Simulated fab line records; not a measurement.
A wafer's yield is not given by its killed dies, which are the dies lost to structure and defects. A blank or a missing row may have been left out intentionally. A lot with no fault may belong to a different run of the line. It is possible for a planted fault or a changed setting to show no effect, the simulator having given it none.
Which tool was responsible? | flow gf180mcu | route of 602 steps, sampled at 1 step: 6 lots, 18 wafers

## WHAT THE GAUGES SHOWED, per wafer
GF_CONTACT_CD_MEAS_14 targets a cd of 220 nm.
lot  | measured     | on       | cdNm (nm)
L865 | day 17 09:10 | cdSem-02 | 217.6 217.6 217.8
L867 | day 17 20:28 | cdSem-01 | 220.3 217.5 219.3
L871 | day 19 08:15 | cdSem-02 | 220.1 220.6 220.5
L874 | day 20 16:39 | cdSem-02 | 222.4 223.6 222.8
L877 | day 21 14:59 | cdSem-01 | 221.2 222.1 220.8
L881 | day 22 21:39 | cdSem-01 | 219.6 219.9 218.6

## EACH LOT AND THE TOOL THAT RAN IT (in order: tool; ch and the chambers of the sampled wafers; start)
There is no process step in the record ahead of these readings.

## THE ANSWER, worked out from the rows above alone
Rule: usual is defined by the lots themselves. The widest of any qualifying gaps counts: lots, ordered by their means at a reading, are off when they make up no more than a third of the lots, leave a main group of 4 or more, and stand apart from it by 3 or more times the standard deviation of that group's means. A main group whose means are all the same, to the digits that the tables above print for the reading, isn't used. A lot without any number at a reading at which 4 lots or more have one is off too. All remaining lots with rows at the step are treated as sound.
No lot is off on any of the readings shown, so nothing can be concluded from this.

## WHAT THE SIMULATOR HAD PUT IN
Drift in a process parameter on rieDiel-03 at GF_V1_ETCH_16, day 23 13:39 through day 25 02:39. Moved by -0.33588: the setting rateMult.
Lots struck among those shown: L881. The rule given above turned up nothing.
